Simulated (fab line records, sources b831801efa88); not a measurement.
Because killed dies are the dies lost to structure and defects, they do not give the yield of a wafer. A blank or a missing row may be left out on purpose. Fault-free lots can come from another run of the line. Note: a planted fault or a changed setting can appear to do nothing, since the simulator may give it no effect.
Which tool is to blame? || flow gf180mcu || Sampling: 12 lots, 36 wafers, 2 of 602 route steps

== WHAT EACH GAUGE READ, for each wafer ==
GF_VT_IMPLANT_RS_MEAS_47: measures by four-point-probe. Usual: NWELL_RS gives 487.7 ohm/sq (standard deviation 1.3).
{"lot": "L998", "measured": "day 8 09:28", "on": "filmMetro-01", "NWELL_RS (ohm/sq)": "487.5 488.5 488.4", "flag": ""}
{"lot": "L100", "measured": "day 9 01:49", "on": "filmMetro-01", "NWELL_RS (ohm/sq)": "489.2 487.6 488.5", "flag": ""}
{"lot": "L102", "measured": "day 9 13:36", "on": "filmMetro-01", "NWELL_RS (ohm/sq)": "489.8 489.1 487.9", "flag": ""}
{"lot": "L104", "measured": "day 10 04:10", "on": "filmMetro-01", "NWELL_RS (ohm/sq)": "489.8 489.2 488.4", "flag": ""}
{"lot": "L105", "measured": "day 10 10:40", "on": "filmMetro-03", "NWELL_RS (ohm/sq)": "487.6 488.9 487.2", "flag": ""}
{"lot": "L106", "measured": "day 10 16:19", "on": "filmMetro-02", "NWELL_RS (ohm/sq)": "486.7 486.4 486.1", "flag": ""}
{"lot": "L109", "measured": "day 11 11:22", "on": "filmMetro-03", "NWELL_RS (ohm/sq)": "488.4 487.0 487.4", "flag": ""}
{"lot": "L114", "measured": "day 12 19:54", "on": "filmMetro-03", "NWELL_RS (ohm/sq)": "487.3 487.9 488.0", "flag": ""}
{"lot": "L115", "measured": "day 13 02:33", "on": "filmMetro-03", "NWELL_RS (ohm/sq)": "474.5 472.8 473.2", "flag": "OFF"}
{"lot": "L116", "measured": "day 13 12:19", "on": "filmMetro-02", "NWELL_RS (ohm/sq)": "486.2 486.5 487.6", "flag": ""}
{"lot": "L117", "measured": "day 13 21:15", "on": "filmMetro-03", "NWELL_RS (ohm/sq)": "477.1 476.8 476.2", "flag": "OFF"}
{"lot": "L118", "measured": "day 14 05:07", "on": "filmMetro-01", "NWELL_RS (ohm/sq)": "489.0 487.2 488.4", "flag": ""}

== WHAT TOOL EACH LOT RAN ON (gives the tool, then ch and the chambers of the sampled wafers, and finally the start) ==
{"lot": "L998", "GF_NWELL_IMPLANT_09": "implanter-01 ch 0, day 3 22:57"}
{"lot": "L100", "GF_NWELL_IMPLANT_09": "implanter-01 ch 0, day 4 12:02"}
{"lot": "L102", "GF_NWELL_IMPLANT_09": "implanter-02 ch 0, day 4 22:16"}
{"lot": "L104", "GF_NWELL_IMPLANT_09": "implanter-02 ch 0, day 5 09:16"}
{"lot": "L105", "GF_NWELL_IMPLANT_09": "implanter-04 ch 0, day 5 16:21"}
{"lot": "L106", "GF_NWELL_IMPLANT_09": "implanter-02 ch 0, day 5 20:16"}
{"lot": "L109", "GF_NWELL_IMPLANT_09": "implanter-04 ch 0, day 6 12:42"}
{"lot": "L114", "GF_NWELL_IMPLANT_09": "implanter-01 ch 0, day 7 15:11"}
{"lot": "L115", "GF_NWELL_IMPLANT_09": "implanter-04 ch 0, day 7 21:32"}
{"lot": "L116", "GF_NWELL_IMPLANT_09": "implanter-01 ch 0, day 8 02:04"}
{"lot": "L117", "GF_NWELL_IMPLANT_09": "implanter-04 ch 0, day 8 10:01"}
{"lot": "L118", "GF_NWELL_IMPLANT_09": "implanter-02 ch 0, day 8 16:44"}
- GF_NWELL_IMPLANT_09

== AS READ BY THE TOOLS THEMSELVES (means over the sampled wafers that have a number; for cases with no such wafer, the mark the record gives instead) ==
GF_NWELL_IMPLANT_09. Usual: beamOnS 9.99 s, standard deviation 0.21; faradayCurrentUA 22.6, standard deviation 0.46.
{"lot": "L998", "tool": "implanter-01", "beamOnS (s)": 10.24, "faradayCurrentUA": 22.0, "flag": ""}
{"lot": "L100", "tool": "implanter-01", "beamOnS (s)": 9.95, "faradayCurrentUA": 22.6, "flag": ""}
{"lot": "L102", "tool": "implanter-02", "beamOnS (s)": 10.01, "faradayCurrentUA": 22.4, "flag": ""}
{"lot": "L104", "tool": "implanter-02", "beamOnS (s)": 9.99, "faradayCurrentUA": 22.6, "flag": ""}
{"lot": "L105", "tool": "implanter-04", "beamOnS (s)": 9.90, "faradayCurrentUA": 22.8, "flag": ""}
{"lot": "L106", "tool": "implanter-02", "beamOnS (s)": 9.85, "faradayCurrentUA": 22.9, "flag": ""}
{"lot": "L109", "tool": "implanter-04", "beamOnS (s)": 10.05, "faradayCurrentUA": 22.4, "flag": ""}
{"lot": "L114", "tool": "implanter-01", "beamOnS (s)": 9.93, "faradayCurrentUA": 22.7, "flag": ""}
{"lot": "L115", "tool": "implanter-04", "beamOnS (s)": 11.35, "faradayCurrentUA": 19.9, "flag": "OFF"}
{"lot": "L116", "tool": "implanter-01", "beamOnS (s)": 9.85, "faradayCurrentUA": 22.9, "flag": ""}
{"lot": "L117", "tool": "implanter-04", "beamOnS (s)": 11.49, "faradayCurrentUA": 19.6, "flag": "OFF"}
{"lot": "L118", "tool": "implanter-02", "beamOnS (s)": 9.98, "faradayCurrentUA": 22.6, "flag": ""}

== THE ANSWER, worked out from the rows above alone ==
Rule: a lot counts as off when the mean over its wafers that have a number is more than 3 standard deviations away from the usual mean. Also off: a lot with no number at a reading for which 4 or more lots have one. All remaining lots with rows at the step are treated as sound. The gauges are gone through in route order, then the tools' own readings, and for those a lot's mean is taken as printed above. At the first step where some lot is off, the reading lying furthest off is the one used; lots without a number count as furthest.
Off: at GF_VT_IMPLANT_RS_MEAS_47 (NWELL_RS), L115, L117.
A tool fits if, at a process step before that reading, it ran every lot that is off, and no sound lot after the first of them. The gauges at GF_VT_IMPLANT_RS_MEAS_47 aren't tried: what is off there is off at GF_NWELL_IMPLANT_09 too, on other tools, and a gauge's error can't cause that. One fits: GF_NWELL_IMPLANT_09 on implanter-04. Its last sound lot is L109 (day 6 12:42), its first lot that is off L115 (day 7 21:32): a fault that began between those two fits.
The tool's own readings at GF_NWELL_IMPLANT_09 bear it out: on the lots that are off they differ by more than 5 times the standard deviation of the sound lots' means. beamOnS reads 11.42 s there against 9.97 s on the sound lots; faradayCurrentUA reads 19.8 there against 22.6 on the sound lots.

== WHAT THE SIMULATOR HAD PUT IN ==
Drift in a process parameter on implanter-04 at GF_NWELL_IMPLANT_09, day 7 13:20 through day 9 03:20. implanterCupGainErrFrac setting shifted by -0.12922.
Struck lots among those shown: L115, L117. The same result came from the rule above.
